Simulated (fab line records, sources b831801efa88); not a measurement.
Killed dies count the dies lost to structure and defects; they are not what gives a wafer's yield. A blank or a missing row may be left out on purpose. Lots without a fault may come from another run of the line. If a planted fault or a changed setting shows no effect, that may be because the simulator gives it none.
fab line records	flow sky130	part 2 of 2: steps 32 to 39 of 39
[record] lots = 5	wafers = 15	last_day = 49
route steps=708 shown LOCAL_INTERCONNECT@391 CONTACT@406
lots with no fault: from the same line, run without faults
start_h: start of the lot's first displayed wafer, in hours after the record's first day	wait_h: time in hours since the lot's previous step	" as in the row above	L1.1+2: a row that stands for several wafers	- no value, or no start given	* or withheld: withheld	< > ~ a bound
route shown NAME@n: names a module that has steps shown in the file, with the first one's number in the route	usual: mean/standard deviation of fault-free wafers	same: alike in all rows	chamber/n: place in a boat	sites: readings site by site	_std_site: the values' standard deviation	_edge_site: the outer-site mean with the inner-site mean subtracted	radius_mm: how far each site lies from the wafer's centre	mask NAME#n: copy n	behind: the last tool/chamber to shape the wafer	hold: why the lot went on hold/how many hours it stayed there/how the hold came to an end	device: the transistor (n, p or np) that didn't switch	end of line: tests of these same wafers at the route's end	step lacking rows: just its recipe	killed: the dies lost at the first sort to structure and to defects; this is not the yield of the wafer	map: a wafer's dies, x killed, . not, _ none there
set.NAME: the setting the step ran with; set.NAME@STEP: the setting that earlier step ran with	model.NAME: the simulator's own value behind a step, which no gauge read
certain route steps with their lots: each step a table, each wafer a row
services: from which hour (start_h, from the record's first day; less than 0 if before it) a tool's chamber was out of use, for how many hours, and why
[[steps]]
[step SKY_CONTACT_ETCH_16]
[recipe] chemistry = N2/H2	target = BARC	ion_energy_ev = 200	source_w = 500	bias_w = 100	pressure_mtorr = 30	n2_flow_sccm = 100	h2_flow_sccm = 200	stop_on = SiO2	time_s = 45.9	target_depth_a = 600
[usual] bias_w = 100.0/0.31	drypump_motor_current_A = 5.6/0.45	oes_product_au = 0.854/0.0046	throttle_valve_pct = 13.225/0.0088
lot.wafer	tool	chamber	start_h	wait_h	bias_w	drypump_motor_current_A	oes_product_au	rf_hours_counter_h	throttle_valve_pct
L082.1	rie_diel-04	0	794.86	0.0	100.1	5.8	0.855	3	13.215
L082.3	"	3	"	"	100.1	4.9	0.855	36	13.218
L082.4	"	1	"	"	99.7	5.5	0.854	14	13.220
L085.4	rie_diel-02	1	824.77	0.0	100.2	5.5	0.853	8	13.225
L085.5	"	1	"	"	100.2	5.5	0.854	-	13.222
L085.6	"	0	"	"	100.1	5.1	0.856	-	13.226
L088.1	rie_diel-01	1	839.91	0.0	99.9	5.4	0.850	11	13.231
L088.4	"	3	"	"	100.3	6.2	0.854	18	13.227
L088.6	"	2	"	"	100.7	5.9	0.855	-	13.228
L090.2	rie_diel-01	1	857.29	0.0	99.5	5.4	0.857	12	13.222
L090.4	"	0	"	"	100.5	5.0	0.854	16	13.234
L090.6	"	0	"	"	100.3	5.0	0.859	-	13.216
L094.1	rie_diel-02	3	886.42	0.0	100.1	6.1	0.855	11	13.233
L094.5	"	0	"	"	99.9	5.1	0.844	-	13.224
L094.6	"	1	"	"	100.0	5.5	0.852	-	13.223
[step SKY_CONTACT_ETCH_17]
[recipe] target = SiO2	chemistry = C4F8/O2/Ar	stop_on = Si3N4	mask_material = KrF-thick	source_w = 1500	bias_w = 1200	pressure_mtorr = 40	c4f8_flow_sccm = withheld	O2_flow_sccm = 6	Ar_flow_sccm = 300	time_s = withheld	target_depth_a = 3400
[usual] bias_w = 1200/4	oes_product_au = 0.891/0.0051
lot.wafer	tool	chamber	start_h	wait_h	bias_w	oes_product_au
L082.1	rie_diel-04	0	794.90	0.0	1195	0.894
L082.3	"	3	"	"	1202	0.889
L082.4	"	1	"	"	1206	0.902
L085.4	rie_diel-02	1	824.81	0.0	1198	0.885
L085.5	"	1	"	"	1201	0.885
L085.6	"	0	"	"	1202	0.893
L088.1	rie_diel-01	1	839.96	0.0	1197	0.897
L088.4	"	3	"	"	1200	0.891
L088.6	"	2	"	"	1197	0.895
L090.2	rie_diel-01	1	857.33	0.0	1200	0.888
L090.4	"	0	"	"	1202	0.890
L090.6	"	0	"	"	1200	0.897
L094.1	rie_diel-02	3	886.46	0.0	1202	0.887
L094.5	"	0	"	"	1202	0.895
L094.6	"	1	"	"	1204	0.895
[step SKY_CONTACT_ETCH_18]
[recipe] target = Si3N4	chemistry = CHF3/O2	stop_on = TiN	source_w = 600	bias_w = 200	pressure_mtorr = 40	chf3_flow_sccm = 50	O2_flow_sccm = 5	time_s = 39	target_depth_a = 750
[usual] O2_flow_sccm = 5.001/0.014	bias_w = 199.9/0.6	drypump_motor_current_A = 5.6/0.44	oes_product_au = 0.855/0.0082	throttle_valve_pct = 8.793/0.0088
lot.wafer	tool	chamber	start_h	wait_h	O2_flow_sccm	bias_w	drypump_motor_current_A	oes_product_au	rf_hours_counter_h	throttle_valve_pct
L082.1	rie_diel-04	0	-	-	5.021	200.3	5.8	0.847	3	8.792
L082.3	"	3	"	"	5.006	198.8	4.9	0.846	36	8.789
L082.4	"	1	"	"	4.983	200.3	5.5	0.855	14	8.812
L085.4	rie_diel-02	1	-	-	5.021	199.1	5.5	0.856	8	8.782
L085.5	"	1	"	"	4.987	199.2	5.5	0.852	-	8.792
L085.6	"	0	"	"	4.998	199.4	5.1	0.839	-	8.789
L088.1	rie_diel-01	1	-	-	4.983	199.4	5.4	0.855	11	8.793
L088.4	"	3	"	"	5.028	199.5	6.2	0.856	18	8.773
L088.6	"	2	"	"	4.994	200.5	5.9	0.853	-	8.790
L090.2	rie_diel-01	1	-	-	5.002	200.1	5.4	0.841	12	8.788
L090.4	"	0	"	"	4.988	199.7	5.0	0.861	16	8.794
L090.6	"	0	"	"	5.003	200.7	5.0	0.863	-	8.799
L094.1	rie_diel-02	3	-	-	4.981	199.3	6.1	0.865	11	8.808
L094.5	"	0	"	"	4.994	200.6	5.1	0.865	-	8.796
L094.6	"	1	"	"	5.005	200.9	5.5	0.859	-	8.805
[step SKY_CONTACT_STRIP_19]
[recipe] chemistry = O2/N2	power_w = 1400	pressure_mtorr = 1500	platen_temp_c = withheld	o2_flow_sccm = 3000	n2_flow_sccm = 300	overash_fraction = 0.5
[usual] drypump_motor_current_A = 5.7/0.44	oes_product_au = 0.381/0.0048	strip_time_to_endpoint_s = 3.63/0.039
lot.wafer	tool	chamber	start_h	wait_h	drypump_motor_current_A	oes_product_au	rf_hours_counter_h	strip_time_to_endpoint_s
L082.1	plasma_asher-04	0	794.99	-	5.9	0.379	100	3.63
L082.3	"	0	"	"	5.9	0.375	-	3.56
L082.4	"	1	"	"	5.6	0.373	-	3.59
L085.4	plasma_asher-03	0	824.93	-	6.3	0.383	-	3.63
L085.5	"	1	"	"	5.9	0.383	-	3.64
L085.6	"	0	"	"	6.3	0.387	-	3.63
L088.1	plasma_asher-04	0	840.05	-	5.9	0.380	105	3.62
L088.4	"	1	"	"	5.6	0.376	-	3.59
L088.6	"	1	"	"	5.7	0.381	-	3.63
L090.2	plasma_asher-03	1	857.42	-	5.9	0.386	70	3.68
L090.4	"	1	"	"	5.9	0.380	-	3.71
L090.6	"	0	"	"	6.4	0.383	-	3.69
L094.1	plasma_asher-02	1	886.55	-	5.0	0.388	48	3.64
L094.5	"	0	"	"	6.0	0.371	-	3.61
L094.6	"	1	"	"	5.0	0.384	-	3.65
[step SKY_CONTACT_STRIP_20]
[recipe] chemistry = post_etch_residue_remover	time_s = 1200	temp_c = 72.5
lot.wafer	tool	chamber	start_h	wait_h
L082.1+3+4	wet_bench-03	3	795.09	0.1
L085.4+5+6	wet_bench-03	3	825.00	0.0
L088.1+4+6	wet_bench-03	3	840.15	0.1
L090.2+4+6	wet_bench-02	2	857.52	0.1
L094.1+5+6	wet_bench-03	2	886.65	0.1
[step SKY_CONTACT_CLEAN_21]
[recipe] chemistry = IPA	time_s = 180	temp_c = 25
lot.wafer	tool	chamber	start_h	wait_h
L082.1+3+4	wet_bench-01	1	795.44	0.0
L085.4+5+6	wet_bench-03	1	825.44	0.1
L088.1+4+6	wet_bench-02	3	840.49	0.0
L090.2+4+6	wet_bench-03	1	858.20	0.0
L094.1+5+6	wet_bench-01	2	886.99	0.0
[step SKY_CONTACT_CLEAN_22]
[recipe] chemistry = O3/DIW	dry = n2_spin
lot.wafer	tool	chamber	start_h	wait_h
L082.1+3+4	wet_bench-02	3	795.49	0.0
L085.4+5+6	wet_bench-03	1	825.50	0.0
L088.1+4+6	wet_bench-01	2	840.55	0.0
L090.2+4+6	wet_bench-01	3	858.26	0.0
L094.1+5+6	wet_bench-02	1	887.05	0.0
[step SKY_CONTACT_SPUTTER_23]
[recipe] material = TiN	target_thk_nm = 20	chamber_pressure_pa = 5	power_w = 4000	time_s = 80
[usual] throttle_valve_pct = 30.2/1.3
lot.wafer	tool	chamber	start_h	wait_h	throttle_valve_pct
L082.1	pvd_sputter-03	-	795.59	0.0	28.8
L082.3	"	-	"	"	31.8
L082.4	"	-	"	"	31.6
L085.4	pvd_sputter-02	-	825.59	0.0	31.2
L085.5	"	-	"	"	31.3
L085.6	"	-	"	"	28.7
L088.1	pvd_sputter-01	-	840.64	0.0	32.3
L088.4	"	-	"	"	31.9
L088.6	"	-	"	"	28.5
L090.2	pvd_sputter-01	-	858.37	0.0	32.3
L090.4	"	-	"	"	28.2
L090.6	"	-	"	"	28.3
L094.1	pvd_sputter-02	-	887.14	0.0	28.4
L094.5	"	-	"	"	28.5
L094.6	"	-	"	"	29.9
[[services]]
tool	chamber	start_h	hours	kind
plasma_asher-01	-	733.75	9.0	pm
krf_scanner-02	-	752.88	1.3	pm
krf_scanner-01	-	763.40	4.4	pm
rie_diel-02	3	767.10	7.8	repair
rie_diel-01	3	771.63	5.9	repair
rie_diel-01	3	778.21	6.7	repair
rie_diel-02	3	789.02	4.9	repair
krf_scanner-02	-	791.28	0.3	repair
wet_bench-03	-	798.88	5.4	repair
plasma_asher-04	-	815.43	1.5	repair
krf_scanner-02	-	819.54	2.4	repair
rie_metal-04	-	820.55	0.3	repair
rie_metal-04	0	820.80	20.9	repair
krf_scanner-02	-	821.93	1.0	pm
krf_scanner-02	-	824.91	4.4	pm
rie_diel-02	0	835.49	1.5	repair
rie_metal-04	1	838.27	3.8	repair
krf_scanner-01	-	841.84	4.0	pm
krf_scanner-01	-	845.86	0.8	pm
krf_scanner-01	-	859.28	0.8	pm
krf_scanner-01	-	867.68	1.0	pm
rie_diel-02	-	867.90	14.6	pm
krf_scanner-01	-	870.42	1.3	pm
krf_scanner-02	-	879.87	0.8	pm
